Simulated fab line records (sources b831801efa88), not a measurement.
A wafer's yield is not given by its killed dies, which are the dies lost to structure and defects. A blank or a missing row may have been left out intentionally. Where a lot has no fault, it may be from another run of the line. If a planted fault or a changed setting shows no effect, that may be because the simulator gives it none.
8D (eight disciplines) problem report, filled in by code	flow gf180mcu	the parts of the form that need people (team, actions taken, sign-off) are left out

== 1. WHAT IS WRONG ==
Across 6 wafers from 2 lots, NSD_RS at GF_PSD_RS_MEAS_14 averages 48.88 ohm/sq, while fault-free wafers read 46.11 ohm/sq with a standard deviation of 0.073. Measured from the usual mean, that is +38 standard deviations.
The step: measures by four-point-probe.
First seen on wafer L587.1, day 21 04:36, on film_metro-04. The record holds 33 wafers of 11 lots with a number at this step. Rule for "out", or "out of limits": more than 4 standard deviations from the usual mean. The other wafers with a number count as sound.

== 2. WHAT THIS IS AND IS NOT ==
question	is	is not
which readings at this step	NSD_RS	-
which lots	L587, L588	L567, L570, L571, L572, L573, L574, L581, L589, L590
which wafers of those lots	all that have a number	-
read on which gauges	film_metro-02, film_metro-04	film_metro-01
when	from day 21 04:36	up to then (21 sound wafers); but 6 sound wafers of L589, L590 came after

== 3. SUSPECTS, AND WHAT RULES EACH OUT ==
Counting: a tool stays on the suspect list if, at a process step up to the reading, it processed all lots that are out and no sound lot following the first of them.
- ruled out: the gauge at GF_PSD_RS_MEAS_14. 2 gauges (film_metro-02, film_metro-04) read the wafers that are out.
- implanter-03 at GF_NSD_IMPLANT_10: kept. Every lot that is out went through it, starting with L587 (day 20 04:08), and after that it ran no sound lot; the last sound lot it ran before then is L574 (day 15 20:31). Its own readings are out on those wafers: dose_ions_cm2, faraday_current_uA.
Left after counting: implanter-03 at GF_NSD_IMPLANT_10.

== 4. THE CAUSE (what the simulator had put in) ==
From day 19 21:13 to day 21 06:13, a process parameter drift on implanter-03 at GF_NSD_IMPLANT_10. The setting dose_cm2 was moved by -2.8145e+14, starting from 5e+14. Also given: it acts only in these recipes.
After counting, this tool was the only one left.

== 5. THE CHAIN OF EFFECTS, in route order ==
Each row: a reading where the mean over the struck wafers with a number is more than 3 standard deviations away from the usual. Only readings whose record carries a usual standard deviation are examined. hours: median over the lots of the time between each lot's start at the first step of this table that gives one and its start at this step. sigmas: the change, counted in usual standard deviations.
hours	step	reading	usual	on struck wafers	change	sigmas
0	GF_NSD_IMPLANT_10	dose_ions_cm2	5e+14	2e+14	-3e+14	-99 or more
0	GF_NSD_IMPLANT_10	end_station_pressure_torr	7.3e-06 Torr	6.1e-06	-1.2e-06	-3.1
0	GF_NSD_IMPLANT_10	faraday_current_uA	2788	1217	-1571	-27
0	GF_NSD_STRIP_11	strip_time_to_endpoint_s	22.94 s	22.64	-0.30	-9.0
25	GF_PSD_RS_MEAS_14	NSD_RS	46.11 ohm/sq	48.88	+2.77	+38
The process steps in it:
- GF_NSD_IMPLANT_10
- GF_NSD_STRIP_11: strips in O2/N2.

== 6. WHAT WOULD HAVE CAUGHT IT SOONER ==
31 hours passed between the start of the fault at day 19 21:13 and the first reading out of limits at a measuring or inspecting step in this record, taken at day 21 04:36.
At GF_NSD_IMPLANT_10, the tool's own readings (dose_ions_cm2, faraday_current_uA) were out on each struck wafer the step has a row for, so an alarm limit on them would have fired on the first such wafer.
Each of the lots that are out, 2 in all, had begun GF_NSD_IMPLANT_10 on implanter-03 no later than day 21 04:36. Had the tool been put on hold then, not one of them would have been saved.
